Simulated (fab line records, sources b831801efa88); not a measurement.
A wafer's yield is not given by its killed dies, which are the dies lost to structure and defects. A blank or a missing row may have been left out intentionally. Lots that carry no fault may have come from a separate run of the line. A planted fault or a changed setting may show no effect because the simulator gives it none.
Which tool was responsible?    flow sfqLine    14 lots, 42 wafers sampled, at 4 steps of a route of 325

WHAT THE GAUGES SHOWED, per wafer
SFQ_M6_RS_MEAS_938: uses a four-point probe to measure.
lot   measured      on            M6_NB_RS (ohm/sq)
L550  day 52 13:21  filmMetro-02  0.896 0.904 0.893
L551  day 52 16:57  filmMetro-03  0.901 0.894 0.907
L553  day 52 20:19  filmMetro-03  0.887 0.877 0.869
L554  day 52 22:57  filmMetro-03  0.903 0.902 0.892
L555  day 53 01:35  filmMetro-02  0.909 0.889 0.903
L556  day 53 05:57  filmMetro-03  0.876 0.887 0.887
L557  day 53 10:08  filmMetro-03  0.885 0.888 0.887
L559  day 53 21:59  filmMetro-02  0.881 0.875 0.884
L566  day 69 21:55  filmMetro-03  0.891 0.881 0.899
L567  day 69 23:18  filmMetro-01  0.887 0.881 0.868
L570  day 70 04:05  filmMetro-02  0.904 0.877 0.888
L571  day 70 07:29  filmMetro-02  0.865 0.880 0.873
L572  day 70 09:17  filmMetro-03  0.881 0.905 0.885
L573  day 70 09:55  filmMetro-01  0.896 0.898 0.890

SFQ_M8_OVL_MEAS_948.
lot   measured      on          M8_OVL (nm)
L550  day 68 16:04  overlay-02  2 3 2
L551  day 68 18:29  overlay-02  1 1 -3
L553  day 68 20:52  overlay-02  -5 0 1
L554  day 70 12:25  overlay-02  14 9 15
L555  day 70 19:38  overlay-02  6 13 5
L556  day 70 23:13  overlay-02  2 5 0
L557  day 71 12:25  overlay-01  9 12 11
L559  day 74 23:29  overlay-02  8 5 6
L566  day 80 14:46  overlay-02  - - -
L567  day 80 19:41  overlay-02  - - -
L570  day 81 05:17  overlay-02  0 4 -2
L571  day 81 10:30  overlay-02  0 1 -1
L572  day 81 12:55  overlay-02  4 0 4
L573  day 81 14:07  overlay-02  5 6 9

WHAT TOOL EACH LOT RAN ON (gives the tool, then ch and the chambers of the sampled wafers, and finally the start)
lot   SFQ_TRILAYER_C5_ETCH_VIA_ETCH_154  SFQ_TRILAYER_I7_VIA_LITHO_DEVELOP_189
L550  rieDiel-02 ch 0,2, day 52 12:10    lithoTrack-03 ch 0, day 64 15:34
L551  rieDiel-02 ch 1,3, day 52 15:46    lithoTrack-03 ch 0, day 64 17:50
L553  rieDiel-02 ch 0,1, day 52 19:22    lithoTrack-01 ch 0, day 64 20:11
L554  rieDiel-01 ch 0,1, day 52 21:58    lithoTrack-01 ch 0, day 67 03:30
L555  rieDiel-03 ch 2,3, day 53 00:22    lithoTrack-03 ch 0, day 67 09:02
L556  rieDiel-02 ch 0,3, day 53 04:58    lithoTrack-03 ch 0, day 67 22:25
L557  rieDiel-01 ch 0,1,2, day 53 08:34  lithoTrack-01 ch 0, day 68 11:07
L559  rieDiel-02 ch 0,1,3, day 53 21:02  lithoTrack-02 ch 0, day 71 17:04
L566  rieDiel-02 ch 2,3, day 69 20:57    lithoTrack-01, day 77 22:46
L567  rieDiel-01 ch 0,1,3, day 69 22:09  lithoTrack-01, day 78 01:09
L570  rieDiel-03 ch 1,3, day 70 02:57    lithoTrack-03 ch 0, day 78 05:58
L571  rieDiel-03 ch 1,2,3, day 70 06:33  lithoTrack-03 ch 0, day 78 09:33
L572  rieDiel-02 ch 0,1,3, day 70 07:45  lithoTrack-01 ch 0, day 78 14:21
L573  rieDiel-01 ch 0,1,2, day 70 08:57  lithoTrack-02 ch 0, day 78 16:46
- SFQ_TRILAYER_C5_ETCH_VIA_ETCH_154: etches SiO2 in CHF3, stops on Nb, target depth 84 nm.
- SFQ_TRILAYER_I7_VIA_LITHO_DEVELOP_189: time 60 s.

WHAT THE TOOLS THEMSELVES READ (means of the sampled wafers that have a number; where no wafer has one, the mark that the record gives instead)
SFQ_TRILAYER_C5_ETCH_VIA_ETCH_154.
lot   tool        biasW (W)  drypumpMotorCurrentA (A)  oesProductAu (a.u.)
L550  rieDiel-02  80.00      5.7                       0.895
L551  rieDiel-02  80.08      6.0                       0.889
L553  rieDiel-02  80.27      5.7                       0.897
L554  rieDiel-01  80.04      5.4                       0.885
L555  rieDiel-03  80.05      5.9                       0.898
L556  rieDiel-02  80.12      6.3                       0.892
L557  rieDiel-01  80.09      5.5                       0.893
L559  rieDiel-02  80.00      6.1                       0.886
L566  rieDiel-02  80.10      5.7                       0.900
L567  rieDiel-01  80.12      5.4                       0.889
L570  rieDiel-03  79.80      5.2                       0.895
L571  rieDiel-03  80.14      5.6                       0.896
L572  rieDiel-02  79.98      6.0                       0.890
L573  rieDiel-01  79.95      5.5                       0.904

SFQ_TRILAYER_I7_VIA_LITHO_DEVELOP_189.
lot   tool           chillPlateTempC (C)  exhaustPa (Pa)  resistLineTempC (C)
L550  lithoTrack-03  22.89                44.7            22.91
L551  lithoTrack-03  23.07                44.2            22.89
L553  lithoTrack-01  23.08                43.7            23.03
L554  lithoTrack-01  23.02                44.8            22.85
L555  lithoTrack-03  22.93                44.4            23.06
L556  lithoTrack-03  22.99                45.7            23.05
L557  lithoTrack-01  23.07                44.8            23.22
L559  lithoTrack-02  23.04                46.2            23.00
L566  lithoTrack-01  -                    -               -
L567  lithoTrack-01  -                    -               -
L570  lithoTrack-03  23.15                45.4            22.90
L571  lithoTrack-03  23.07                44.0            22.74
L572  lithoTrack-01  23.08                45.7            23.00
L573  lithoTrack-02  22.97                45.0            23.23

THE ANSWER, worked out from the rows above alone
Rule: the lots themselves supply what counts as usual. Put in order of their means at a reading, lots are off if they are a third of the lots or fewer, leave a main group of 4 or more, and stand apart from it by a gap of 3 or more times the standard deviation of the main group's means; of several such gaps the widest counts. If all means in a main group match to the digits the tables above print for the reading, that group is not used. Also off: a lot with no number at a reading for which 4 or more lots have one. All remaining lots with rows at the step are treated as sound. After the gauges, taken in route order, come the tools' own readings; for these a lot's mean is taken, as printed above. The first step at which some lot is off is used, and at that step the reading that is off furthest; a lot without a number counts as furthest.
Off: at SFQ_M8_OVL_MEAS_948 (M8_OVL), L566, L567. Without a number there: L566, L567. Mean 4 nm and standard deviation 4.4 in the main group.
If a tool, at a process step before that reading, ran all the lots that are off and no sound lot after the first of them, it fits. Not tried: the gauges at SFQ_M8_OVL_MEAS_948; whatever is off there is also off at SFQ_TRILAYER_I7_VIA_LITHO_DEVELOP_189, on other tools, and gauge error can't account for it. No candidate that was tried fits.

WHAT WAS PUT IN BY THE SIMULATOR
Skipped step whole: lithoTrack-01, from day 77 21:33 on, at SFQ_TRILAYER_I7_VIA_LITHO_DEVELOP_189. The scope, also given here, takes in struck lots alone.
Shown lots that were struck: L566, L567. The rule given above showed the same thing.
